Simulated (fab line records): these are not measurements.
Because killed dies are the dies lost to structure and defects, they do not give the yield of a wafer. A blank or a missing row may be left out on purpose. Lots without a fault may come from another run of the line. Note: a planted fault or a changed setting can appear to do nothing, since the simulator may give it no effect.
A struck lot beside a sound one + flow sfq_line + 14 steps out of a route of 325
Sound: the wafers L765.1, L765.5, L765.6. Struck: wafers L772.2, L772.3, L772.5. The cause is given at the end.
Order at every step that has rows: each side's tool, ch and its chambers, its first start. Under that, the readings that differ: sound wafers + struck wafers + difference of the means + sigmas: that difference in standard deviations of wafers without a fault.
alike: readings whose means differ by less than 2 such deviations, and words and numbers that are the same on both sides. not compared: withheld readings, readings that some wafer has no value for, bounds like >300 that may hide the same value, and numbers for which the record gives no deviation and whose values overlap.
A row with sigmas, a row that says differs or no value, or rows on one side alone: a step with any of these is where the two part. Numbers that don't overlap but have no deviation are shown without sigmas and don't part them. A reading that every wafer of one side lacks parts them only if that side has two wafers or more.

first, 6 steps without rows for these wafers: SFQ_TRILAYER_M4_LITHO_COAT_098 (resist thk 62 nm); SFQ_TRILAYER_M4_LITHO_COAT_093 (resist thk 600 nm); SFQ_TRILAYER_M4_LITHO_SOFTBAKE_097; SFQ_TRILAYER_M4_LITHO_EXPOSE_094 (exposes mask M4, target cd 500 nm); SFQ_TRILAYER_M4_LITHO_PEB_096 (peb time 60 s); SFQ_TRILAYER_M4_LITHO_DEVELOP_095 (time 60 s).
SFQ_M4_OVL_MEAS_926:
  sound on overlay-01, day 50 21:38; struck on overlay-01, day 58 21:58
  alike: M4_OVL
SFQ_TRILAYER_M4_BARC_OPEN_METAL_ETCH_123: etches BARC in O2, target depth 125 nm, time 41.7 s.
  sound on rie_metal-04 ch 0,1, day 50 21:40; struck on rie_metal-02 ch 0,1, day 58 21:59
  alike: drypump_motor_current_A, oes_product_au
  not compared: rf_hours_counter_h
SFQ_TRILAYER_M4_ETCH_METAL_ETCH_096: etches Nb in Cl2/Ar, stops on SiO2, target depth 240 nm, time 120 s.
  sound on rie_metal-04 ch 0,1, day 50 21:44; struck on rie_metal-02 ch 0,1, day 58 22:03
  alike: drypump_motor_current_A, oes_product_au
  not compared: rf_hours_counter_h
SFQ_TRILAYER_M4_STRIP_STRIP_097: strips in O2.
  sound on rie_metal-04 ch 0,1, day 50 21:52; struck on rie_metal-02 ch 0,1, day 58 22:10
  alike: drypump_motor_current_A, oes_product_au, platen_temp_c
  not compared: rf_hours_counter_h
then, 1 step without rows for these wafers: SFQ_TRILAYER_M4_STRIP_SOLV_CLEAN_098 (cleans in NMP, time 600 s).
SFQ_TRILAYER_I4_DEP_PECVD_099: deposits SiO2 from SiH4/N2O, time 111.11 s, target thk 500 nm.
  sound on pecvd-01 ch 0,1,2, day 50 22:38; struck on pecvd-01 ch 0,1,2, day 58 22:58
| reading                                             | sound             | struck            | difference | sigmas |
|-----------------------------------------------------|-------------------|-------------------|------------|--------|
| rf_fwd_power_W (W)                                  | 181.3 181.0 182.3 | 151.8 153.1 153.3 | -28.8      | -44    |
| showerhead_vpp_V (V)                                | 840 822 883       | 750 816 773       | -69        | -2     |
| model.SiO2_of_TRILAYER_I4_DEP_PECVD_099.thk_nm (nm) | 493.7 494.9 500.1 | 478.5 479.5 481.6 | -16.4      |        |
  alike: heater_power_w, throttle_valve_pct
SFQ_TRILAYER_I4_CMP_CMP_100: polishes SiO2.
  sound on cmp-02 ch 1,2, day 50 22:43; struck on cmp-01 ch 0,3, day 59 00:08
  alike: motor_current_A, time_to_endpoint_s
SFQ_I4_BOW_MEAS_927:
  sound on film_metro-02, day 51 01:43; struck on film_metro-02, day 59 03:10
  alike: I4_BOW

== WHERE THEY PART ==
Only at SFQ_TRILAYER_I4_DEP_PECVD_099, within this record. Later steps at which nothing parts them and some readings are alike: SFQ_TRILAYER_I4_CMP_CMP_100, SFQ_I4_BOW_MEAS_927.

WHY: what the simulator had put in
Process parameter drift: pecvd-01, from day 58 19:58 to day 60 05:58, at SFQ_TRILAYER_I4_DEP_PECVD_099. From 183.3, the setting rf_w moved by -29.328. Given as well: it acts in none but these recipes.
